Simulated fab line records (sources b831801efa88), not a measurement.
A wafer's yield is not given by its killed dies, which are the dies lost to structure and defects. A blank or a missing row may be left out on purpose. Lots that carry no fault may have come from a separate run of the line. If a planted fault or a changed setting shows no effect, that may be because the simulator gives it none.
Commonality check across tools / flow sky130 / Sample size 13 lots and 39 wafers

THE REASON FOR OPENING IT
At SKY_VT_ADJUST_LVTN_TW_MEAS_10 the reading VT_ADJUST_LVTN_TW is flagged on 1 of 13 lots. Fault-free wafers read 240.1, with a standard deviation of 2.4.
Rule: a lot is flagged in two cases, either no wafer of it has a number, or all its wafers with numbers fall more than 4 standard deviations from that mean. As for the other lots, they are considered sound.

lot=L711; measured=day 7 23:13; on=film metro-04; VT_ADJUST_LVTN_TW, wafer by wafer=244.5 244.6 243.7; flag=
lot=L713; measured=day 7 23:27; on=film metro-02; VT_ADJUST_LVTN_TW, wafer by wafer=236.4 237.0 237.2; flag=
lot=L712; measured=day 8 00:22; on=film metro-04; VT_ADJUST_LVTN_TW, wafer by wafer=242.8 241.9 242.9; flag=
lot=L716; measured=day 8 18:04; on=film metro-01; VT_ADJUST_LVTN_TW, wafer by wafer=239.3 237.8 239.7; flag=
lot=L718; measured=day 9 00:07; on=film metro-04; VT_ADJUST_LVTN_TW, wafer by wafer=243.4 242.2 242.3; flag=
lot=L719; measured=day 9 13:02; on=film metro-04; VT_ADJUST_LVTN_TW, wafer by wafer=243.1 241.9 242.8; flag=
lot=L720; measured=day 9 14:58; on=film metro-04; VT_ADJUST_LVTN_TW, wafer by wafer=30.0 30.2 30.2; flag=FLAGGED
lot=L727; measured=day 11 20:05; on=film metro-02; VT_ADJUST_LVTN_TW, wafer by wafer=236.1 237.2 237.2; flag=
lot=L728; measured=day 11 21:50; on=film metro-02; VT_ADJUST_LVTN_TW, wafer by wafer=237.6 238.3 237.4; flag=
lot=L729; measured=day 12 03:55; on=film metro-04; VT_ADJUST_LVTN_TW, wafer by wafer=242.4 242.7 243.0; flag=
lot=L730; measured=day 12 12:43; on=film metro-04; VT_ADJUST_LVTN_TW, wafer by wafer=242.5 244.2 242.9; flag=
lot=L731; measured=day 12 15:58; on=film metro-01; VT_ADJUST_LVTN_TW, wafer by wafer=239.3 238.6 238.6; flag=
lot=L733; measured=day 13 04:41; on=film metro-01; VT_ADJUST_LVTN_TW, wafer by wafer=237.9 239.2 238.9; flag=
The mean of the flagged lots' numbers is 30.1, -210.0 from the usual (-87 standard deviations).

EACH LOT AND THE TOOL IT RAN ON
3 process steps preceding the reading are held in the record, out of 708 steps in the route. Each cell gives the tool, then ch followed by the chambers the sampled wafers passed through, then the start.
lot=L711; flag=; SKY_FIELD_ISO_ETCH_17=rie si-02 ch 1,2, day 2 12:16; SKY_VT_ADJUST_HVTP_STRIP_10=plasma asher-01 ch 0,1, day 7 02:37; SKY_VT_ADJUST_LVTN_STRIP_09=plasma asher-02 ch 0,1, day 7 23:07
lot=L713; flag=; SKY_FIELD_ISO_ETCH_17=rie si-01 ch 1,2,3, day 2 20:23; SKY_VT_ADJUST_HVTP_STRIP_10=plasma asher-01 ch 0,1, day 7 03:01; SKY_VT_ADJUST_LVTN_STRIP_09=plasma asher-03 ch 0,1, day 7 23:22
lot=L712; flag=; SKY_FIELD_ISO_ETCH_17=rie si-01 ch 0,2,3, day 2 16:14; SKY_VT_ADJUST_HVTP_STRIP_10=plasma asher-01 ch 0,1, day 7 04:07; SKY_VT_ADJUST_LVTN_STRIP_09=plasma asher-02 ch 0,1, day 8 00:16
lot=L716; flag=; SKY_FIELD_ISO_ETCH_17=rie si-02 ch 1,2, day 3 13:31; SKY_VT_ADJUST_HVTP_STRIP_10=plasma asher-01 ch 0,1, day 7 20:28; SKY_VT_ADJUST_LVTN_STRIP_09=plasma asher-02 ch 0,1, day 8 17:58
lot=L718; flag=; SKY_FIELD_ISO_ETCH_17=rie si-02 ch 1,2,3, day 3 22:25; SKY_VT_ADJUST_HVTP_STRIP_10=plasma asher-01 ch 0,1, day 8 02:14; SKY_VT_ADJUST_LVTN_STRIP_09=plasma asher-02 ch 0,1, day 9 00:01
lot=L719; flag=; SKY_FIELD_ISO_ETCH_17=rie si-01 ch 0,2, day 4 08:48; SKY_VT_ADJUST_HVTP_STRIP_10=plasma asher-01 ch 0,1, day 8 15:11; SKY_VT_ADJUST_LVTN_STRIP_09=plasma asher-01 ch 0,1, day 9 12:55
lot=L720; flag=FLAGGED; SKY_FIELD_ISO_ETCH_17=rie si-02 ch 1,2,3, day 4 08:53; SKY_VT_ADJUST_HVTP_STRIP_10=plasma asher-01 ch 0,1, day 8 17:02; SKY_VT_ADJUST_LVTN_STRIP_09=plasma asher-01 ch 0,1, day 9 14:52
lot=L727; flag=; SKY_FIELD_ISO_ETCH_17=rie si-01 ch 0,1,3, day 5 21:00; SKY_VT_ADJUST_HVTP_STRIP_10=plasma asher-04 ch 0,1, day 10 20:31; SKY_VT_ADJUST_LVTN_STRIP_09=plasma asher-01 ch 0,1, day 11 20:00
lot=L728; flag=; SKY_FIELD_ISO_ETCH_17=rie si-01 ch 0,1, day 6 01:00; SKY_VT_ADJUST_HVTP_STRIP_10=plasma asher-01 ch 0,1, day 10 22:05; SKY_VT_ADJUST_LVTN_STRIP_09=plasma asher-01 ch 0,1, day 11 21:43
lot=L729; flag=; SKY_FIELD_ISO_ETCH_17=rie si-02 ch 0,1,2, day 6 09:48; SKY_VT_ADJUST_HVTP_STRIP_10=plasma asher-04 ch 0,1, day 11 04:13; SKY_VT_ADJUST_LVTN_STRIP_09=plasma asher-02 ch 0,1, day 12 03:49
lot=L730; flag=; SKY_FIELD_ISO_ETCH_17=rie si-01 ch 0,2, day 6 14:14; SKY_VT_ADJUST_HVTP_STRIP_10=plasma asher-04 ch 0,1, day 11 12:20; SKY_VT_ADJUST_LVTN_STRIP_09=plasma asher-02 ch 0, day 12 12:37
lot=L731; flag=; SKY_FIELD_ISO_ETCH_17=rie si-02 ch 1,2,3, day 6 17:56; SKY_VT_ADJUST_HVTP_STRIP_10=plasma asher-02 ch 0,1, day 11 15:07; SKY_VT_ADJUST_LVTN_STRIP_09=plasma asher-01 ch 0,1, day 12 15:52
lot=L733; flag=; SKY_FIELD_ISO_ETCH_17=rie si-02 ch 1,2,3, day 7 06:11; SKY_VT_ADJUST_HVTP_STRIP_10=plasma asher-02 ch 0,1, day 12 02:10; SKY_VT_ADJUST_LVTN_STRIP_09=plasma asher-03 ch 0,1, day 13 04:36
What is done by these steps:
- SKY_FIELD_ISO_ETCH_17: etches Si in HBr/Cl2/O2, target depth 342 nm, time 97.7 s.
- SKY_VT_ADJUST_HVTP_STRIP_10: strips in O2/N2.
- SKY_VT_ADJUST_LVTN_STRIP_09: strips in O2/N2.
- SKY_VT_ADJUST_LVTN_TW_MEAS_10

FLAGGED OVER TOTAL, TOOL BY TOOL (the gauges that took the reading come last)
step=SKY_FIELD_ISO_ETCH_17; tool=rie si-01; lots run=6; flagged=0; share of the flagged lots=none; sound lots run after its first flagged lot=-
step=SKY_FIELD_ISO_ETCH_17; tool=rie si-02; lots run=7; flagged=1; share of the flagged lots=all; sound lots run after its first flagged lot=3 (L729,L731,L733)
step=SKY_VT_ADJUST_HVTP_STRIP_10; tool=plasma asher-01; lots run=8; flagged=1; share of the flagged lots=all; sound lots run after its first flagged lot=1 (L728)
step=SKY_VT_ADJUST_HVTP_STRIP_10; tool=plasma asher-02; lots run=2; flagged=0; share of the flagged lots=none; sound lots run after its first flagged lot=-
step=SKY_VT_ADJUST_HVTP_STRIP_10; tool=plasma asher-04; lots run=3; flagged=0; share of the flagged lots=none; sound lots run after its first flagged lot=-
step=SKY_VT_ADJUST_LVTN_STRIP_09; tool=plasma asher-01; lots run=5; flagged=1; share of the flagged lots=all; sound lots run after its first flagged lot=3 (L727,L728,L731)
step=SKY_VT_ADJUST_LVTN_STRIP_09; tool=plasma asher-02; lots run=6; flagged=0; share of the flagged lots=none; sound lots run after its first flagged lot=-
step=SKY_VT_ADJUST_LVTN_STRIP_09; tool=plasma asher-03; lots run=2; flagged=0; share of the flagged lots=none; sound lots run after its first flagged lot=-
step=SKY_VT_ADJUST_LVTN_TW_MEAS_10; tool=film metro-01; lots run=3; flagged=0; share of the flagged lots=none; sound lots run after its first flagged lot=-
step=SKY_VT_ADJUST_LVTN_TW_MEAS_10; tool=film metro-02; lots run=3; flagged=0; share of the flagged lots=none; sound lots run after its first flagged lot=-
step=SKY_VT_ADJUST_LVTN_TW_MEAS_10; tool=film metro-04; lots run=7; flagged=1; share of the flagged lots=all; sound lots run after its first flagged lot=2 (L729,L730)

WHAT IS ALLOWED BY THE TABLE
4 rows of the table ran every flagged lot: rie si-02 at SKY_FIELD_ISO_ETCH_17, plasma asher-01 at SKY_VT_ADJUST_HVTP_STRIP_10, plasma asher-01 at SKY_VT_ADJUST_LVTN_STRIP_09, film metro-04 at SKY_VT_ADJUST_LVTN_TW_MEAS_10.
- rie si-02 at SKY_FIELD_ISO_ETCH_17: 1 of its 7 lots flagged. Lots that were sound ran on it after the first flagged one (L729, L731, L733); a persistent fault on the entire tool would not allow that.
- plasma asher-01 at SKY_VT_ADJUST_HVTP_STRIP_10: 1 of its 8 lots flagged. Lots that were sound ran on it after the first flagged one (L728); a persistent fault on the entire tool would not allow that. Its own readings lie more than 4 standard deviations out on every wafer of the flagged lots: oes product au.
- plasma asher-01 at SKY_VT_ADJUST_LVTN_STRIP_09: 1 of its 5 lots flagged. Lots that were sound ran on it after the first flagged one (L727, L728, L731); a persistent fault on the entire tool would not allow that. Its own readings lie more than 4 standard deviations out on every wafer of the flagged lots: strip time to endpoint s.
- film metro-04 at SKY_VT_ADJUST_LVTN_TW_MEAS_10: 1 of its 7 lots flagged. Lots that were sound ran on it after the first flagged one (L729, L730); a persistent fault on the entire tool would not allow that.
Not one row of the table ran every flagged lot while running no sound lot after the first.

WHAT THE SIMULATOR HAD INSERTED
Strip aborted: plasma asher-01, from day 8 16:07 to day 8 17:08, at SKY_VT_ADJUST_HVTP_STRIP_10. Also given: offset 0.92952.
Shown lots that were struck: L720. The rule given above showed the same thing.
